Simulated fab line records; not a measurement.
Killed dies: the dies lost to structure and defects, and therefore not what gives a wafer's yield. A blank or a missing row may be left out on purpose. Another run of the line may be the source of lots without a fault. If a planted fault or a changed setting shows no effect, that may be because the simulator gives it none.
Which tool is to blame? :: flow sky130 :: 39 wafers from 13 lots sampled at 4 of the route's 708 steps

WHAT THE GAUGES SHOWED, per wafer
SKY_VIA2_THK_MEAS_23: measures by xrf. Usual: for VIA2_W_THK the level is 424 nm and the standard deviation is 5.9.
lot: L511
measured: day 36 07:48
on: filmMetro-02
VIA2_W_THK (nm): 421 428 423
flag: 

lot: L512
measured: day 36 10:26
on: filmMetro-03
VIA2_W_THK (nm): 419 417 421
flag: 

lot: L514
measured: day 37 09:17
on: filmMetro-02
VIA2_W_THK (nm): 427 428 434
flag: 

lot: L515
measured: day 37 09:55
on: filmMetro-01
VIA2_W_THK (nm): 411 422 409
flag: 

lot: L516
measured: day 38 01:07
on: filmMetro-02
VIA2_W_THK (nm): 424 417 417
flag: 

lot: L517
measured: day 38 13:43
on: filmMetro-01
VIA2_W_THK (nm): 426 421 429
flag: 

lot: L519
measured: day 39 00:25
on: filmMetro-02
VIA2_W_THK (nm): 430 425 435
flag: 

lot: L520
measured: day 39 11:44
on: filmMetro-01
VIA2_W_THK (nm): 429 430 429
flag: 

lot: L529
measured: day 41 21:34
on: filmMetro-01
VIA2_W_THK (nm): 430 432 430
flag: 

lot: L530
measured: day 42 05:49
on: filmMetro-03
VIA2_W_THK (nm): 421 424 417
flag: 

lot: L532
measured: day 42 09:13
on: filmMetro-01
VIA2_W_THK (nm): 424 421 424
flag: 

lot: L531
measured: day 42 15:25
on: filmMetro-01
VIA2_W_THK (nm): 428 430 428
flag: 

lot: L533
measured: day 42 19:42
on: filmMetro-02
VIA2_W_THK (nm): 416 425 425
flag: 

WHAT TOOL EACH LOT RAN ON (gives the tool, then ch and the chambers of the sampled wafers, and finally the start)
lot: L511
SKY_SD_P_HMDS_01: lithoTrack-04 ch 0, day 24 16:56
SKY_LOCAL_INTERCONNECT_ETCH_13: rieMetal-02 ch 0, day 30 07:18
SKY_VIA2_ETCH_15: rieDiel-01 ch 0,1,3, day 36 06:48

lot: L512
SKY_SD_P_HMDS_01: lithoTrack-01 ch 0, day 24 21:51
SKY_LOCAL_INTERCONNECT_ETCH_13: rieMetal-02 ch 0, day 30 11:18
SKY_VIA2_ETCH_15: rieDiel-02 ch 0,1, day 36 09:26

lot: L514
SKY_SD_P_HMDS_01: lithoTrack-01 ch 0, day 25 22:18
SKY_LOCAL_INTERCONNECT_ETCH_13: rieMetal-03 ch 0,1, day 31 09:57
SKY_VIA2_ETCH_15: rieDiel-02 ch 2,3, day 37 08:17

lot: L515
SKY_SD_P_HMDS_01: lithoTrack-01 ch 0, day 25 22:55
SKY_LOCAL_INTERCONNECT_ETCH_13: rieMetal-02 ch 0, day 31 10:40
SKY_VIA2_ETCH_15: rieDiel-01 ch 0,1,3, day 37 08:56

lot: L516
SKY_SD_P_HMDS_01: lithoTrack-02 ch 0, day 26 16:44
SKY_LOCAL_INTERCONNECT_ETCH_13: rieMetal-03 ch 0,1, day 32 03:15
SKY_VIA2_ETCH_15: rieDiel-01 ch 0,1,3, day 38 00:09

lot: L517
SKY_SD_P_HMDS_01: lithoTrack-01 ch 0, day 27 05:55
SKY_LOCAL_INTERCONNECT_ETCH_13: rieMetal-03 ch 0,1, day 32 16:34
SKY_VIA2_ETCH_15: rieDiel-04 ch 0,2,3, day 38 12:44

lot: L519
SKY_SD_P_HMDS_01: lithoTrack-01 ch 0, day 27 21:33
SKY_LOCAL_INTERCONNECT_ETCH_13: rieMetal-02 ch 1, day 33 05:15
SKY_VIA2_ETCH_15: rieDiel-02 ch 1,2,3, day 38 23:26

lot: L520
SKY_SD_P_HMDS_01: lithoTrack-01 ch 0, day 28 09:30
SKY_LOCAL_INTERCONNECT_ETCH_13: rieMetal-03 ch 1, day 33 17:24
SKY_VIA2_ETCH_15: rieDiel-02 ch 0,3, day 39 10:45

lot: L529
SKY_SD_P_HMDS_01: lithoTrack-04 ch 0, day 31 04:13
SKY_LOCAL_INTERCONNECT_ETCH_13: rieMetal-01 ch 0,1, day 36 07:51
SKY_VIA2_ETCH_15: rieDiel-04 ch 0,3, day 41 20:35

lot: L530
SKY_SD_P_HMDS_01: lithoTrack-01 ch 0, day 31 13:57
SKY_LOCAL_INTERCONNECT_ETCH_13: rieMetal-01 ch 0,1, day 36 18:49
SKY_VIA2_ETCH_15: rieDiel-04 ch 0,2,3, day 42 04:51

lot: L532
SKY_SD_P_HMDS_01: lithoTrack-02 ch 0, day 31 19:32
SKY_LOCAL_INTERCONNECT_ETCH_13: rieMetal-01 ch 0, day 36 23:39
SKY_VIA2_ETCH_15: rieDiel-01 ch 0,1,3, day 42 08:12

lot: L531
SKY_SD_P_HMDS_01: lithoTrack-01 ch 0, day 31 23:39
SKY_LOCAL_INTERCONNECT_ETCH_13: rieMetal-03 ch 0,1, day 37 04:33
SKY_VIA2_ETCH_15: rieDiel-02 ch 1,2,3, day 42 14:26

lot: L533
SKY_SD_P_HMDS_01: lithoTrack-04 ch 0, day 32 03:24
SKY_LOCAL_INTERCONNECT_ETCH_13: rieMetal-03 ch 0,1, day 37 07:06
SKY_VIA2_ETCH_15: rieDiel-01 ch 0,1,3, day 42 18:42
- SKY_SD_P_HMDS_01: prime time 60 s.
- SKY_LOCAL_INTERCONNECT_ETCH_13: etches BARC in N2/H2, stops on SiO2, time 45.9 s, target depth 60 nm.
- SKY_VIA2_ETCH_15: etches SiO2 in C4F8/O2/Ar, stops on TiN, target depth 546 nm, time 85.76 s.

AS READ BY THE TOOLS THEMSELVES (means over the sampled wafers that have a number; for cases with no such wafer, the mark the record gives instead)
SKY_SD_P_HMDS_01. Usual: exhaustPa 44.8 Pa, standard deviation 0.9; primeTempC 120.00 C, standard deviation 0.12.
lot: L511
tool: lithoTrack-04
exhaustPa (Pa): 45.5
primeTempC (C): 120.08
flag: 

lot: L512
tool: lithoTrack-01
exhaustPa (Pa): 45.2
primeTempC (C): 119.98
flag: 

lot: L514
tool: lithoTrack-01
exhaustPa (Pa): 44.9
primeTempC (C): 119.73
flag: 

lot: L515
tool: lithoTrack-01
exhaustPa (Pa): 44.1
primeTempC (C): 120.20
flag: 

lot: L516
tool: lithoTrack-02
exhaustPa (Pa): 45.4
primeTempC (C): 120.06
flag: 

lot: L517
tool: lithoTrack-01
exhaustPa (Pa): 44.8
primeTempC (C): 120.02
flag: 

lot: L519
tool: lithoTrack-01
exhaustPa (Pa): 44.6
primeTempC (C): 114.13
flag: OFF

lot: L520
tool: lithoTrack-01
exhaustPa (Pa): 43.6
primeTempC (C): 114.07
flag: OFF

lot: L529
tool: lithoTrack-04
exhaustPa (Pa): 45.4
primeTempC (C): 120.11
flag: 

lot: L530
tool: lithoTrack-01
exhaustPa (Pa): 44.1
primeTempC (C): 119.93
flag: 

lot: L532
tool: lithoTrack-02
exhaustPa (Pa): 45.5
primeTempC (C): 120.12
flag: 

lot: L531
tool: lithoTrack-01
exhaustPa (Pa): 45.5
primeTempC (C): 119.91
flag: 

lot: L533
tool: lithoTrack-04
exhaustPa (Pa): 44.3
primeTempC (C): 119.95
flag: 

SKY_LOCAL_INTERCONNECT_ETCH_13. Usual: drypumpMotorCurrentA 5.6 A, standard deviation 0.34; oesProductAu 0.854 a.u., standard deviation 0.0045; throttleValvePct 13.225 %, standard deviation 0.0087.
lot: L511
tool: rieMetal-02
drypumpMotorCurrentA (A): 5.5
oesProductAu (a.u.): 0.859
throttleValvePct (%): 13.224
flag: 

lot: L512
tool: rieMetal-02
drypumpMotorCurrentA (A): 5.5
oesProductAu (a.u.): 0.854
throttleValvePct (%): 13.229
flag: 

lot: L514
tool: rieMetal-03
drypumpMotorCurrentA (A): 5.6
oesProductAu (a.u.): 0.857
throttleValvePct (%): 13.234
flag: 

lot: L515
tool: rieMetal-02
drypumpMotorCurrentA (A): 5.5
oesProductAu (a.u.): 0.857
throttleValvePct (%): 13.221
flag: 

lot: L516
tool: rieMetal-03
drypumpMotorCurrentA (A): 5.8
oesProductAu (a.u.): 0.853
throttleValvePct (%): 13.212
flag: 

lot: L517
tool: rieMetal-03
drypumpMotorCurrentA (A): 5.8
oesProductAu (a.u.): 0.856
throttleValvePct (%): 13.229
flag: 

lot: L519
tool: rieMetal-02
drypumpMotorCurrentA (A): 5.8
oesProductAu (a.u.): 0.856
throttleValvePct (%): 13.226
flag: 

lot: L520
tool: rieMetal-03
drypumpMotorCurrentA (A): 5.4
oesProductAu (a.u.): 0.856
throttleValvePct (%): 13.221
flag: 

lot: L529
tool: rieMetal-01
drypumpMotorCurrentA (A): 5.6
oesProductAu (a.u.): 0.856
throttleValvePct (%): 13.217
flag: 

lot: L530
tool: rieMetal-01
drypumpMotorCurrentA (A): 5.6
oesProductAu (a.u.): 0.856
throttleValvePct (%): 13.219
flag: 

lot: L532
tool: rieMetal-01
drypumpMotorCurrentA (A): 4.9
oesProductAu (a.u.): 0.854
throttleValvePct (%): 13.238
flag: 

lot: L531
tool: rieMetal-03
drypumpMotorCurrentA (A): 5.7
oesProductAu (a.u.): 0.851
throttleValvePct (%): 13.233
flag: 

lot: L533
tool: rieMetal-03
drypumpMotorCurrentA (A): 5.6
oesProductAu (a.u.): 0.853
throttleValvePct (%): 13.223
flag: 

SKY_VIA2_ETCH_15. Usual: 0.937 a.u. for oesProductAu, sd 0.0049.
lot: L511
tool: rieDiel-01
oesProductAu (a.u.): 0.939
flag: 

lot: L512
tool: rieDiel-02
oesProductAu (a.u.): 0.938
flag: 

lot: L514
tool: rieDiel-02
oesProductAu (a.u.): 0.936
flag: 

lot: L515
tool: rieDiel-01
oesProductAu (a.u.): 0.941
flag: 

lot: L516
tool: rieDiel-01
oesProductAu (a.u.): 0.934
flag: 

lot: L517
tool: rieDiel-04
oesProductAu (a.u.): 0.934
flag: 

lot: L519
tool: rieDiel-02
oesProductAu (a.u.): 0.937
flag: 

lot: L520
tool: rieDiel-02
oesProductAu (a.u.): 0.935
flag: 

lot: L529
tool: rieDiel-04
oesProductAu (a.u.): 0.932
flag: 

lot: L530
tool: rieDiel-04
oesProductAu (a.u.): 0.945
flag: 

lot: L532
tool: rieDiel-01
oesProductAu (a.u.): 0.933
flag: 

lot: L531
tool: rieDiel-02
oesProductAu (a.u.): 0.937
flag: 

lot: L533
tool: rieDiel-01
oesProductAu (a.u.): 0.935
flag: 

THE ANSWER, worked out from the rows above alone
Rule: a lot counts as off when the mean over its wafers that have a number is more than 3 standard deviations away from the usual mean. Also off: a lot with no number at a reading for which 4 or more lots have one. Any other lot the step has rows for is counted as sound. The gauges are gone through in route order, then the tools' own readings, and for those a lot's mean is taken as printed above. At the first step where some lot is off, the reading lying furthest off is the one used; lots without a number count as furthest.
Off at SKY_SD_P_HMDS_01 (primeTempC): L519, L520.
A tool fits if, at that step or a process step before it, it ran every lot that is off, and no sound lot after the first of them. No candidate that was tried fits.

WHAT THE SIMULATOR PUT IN
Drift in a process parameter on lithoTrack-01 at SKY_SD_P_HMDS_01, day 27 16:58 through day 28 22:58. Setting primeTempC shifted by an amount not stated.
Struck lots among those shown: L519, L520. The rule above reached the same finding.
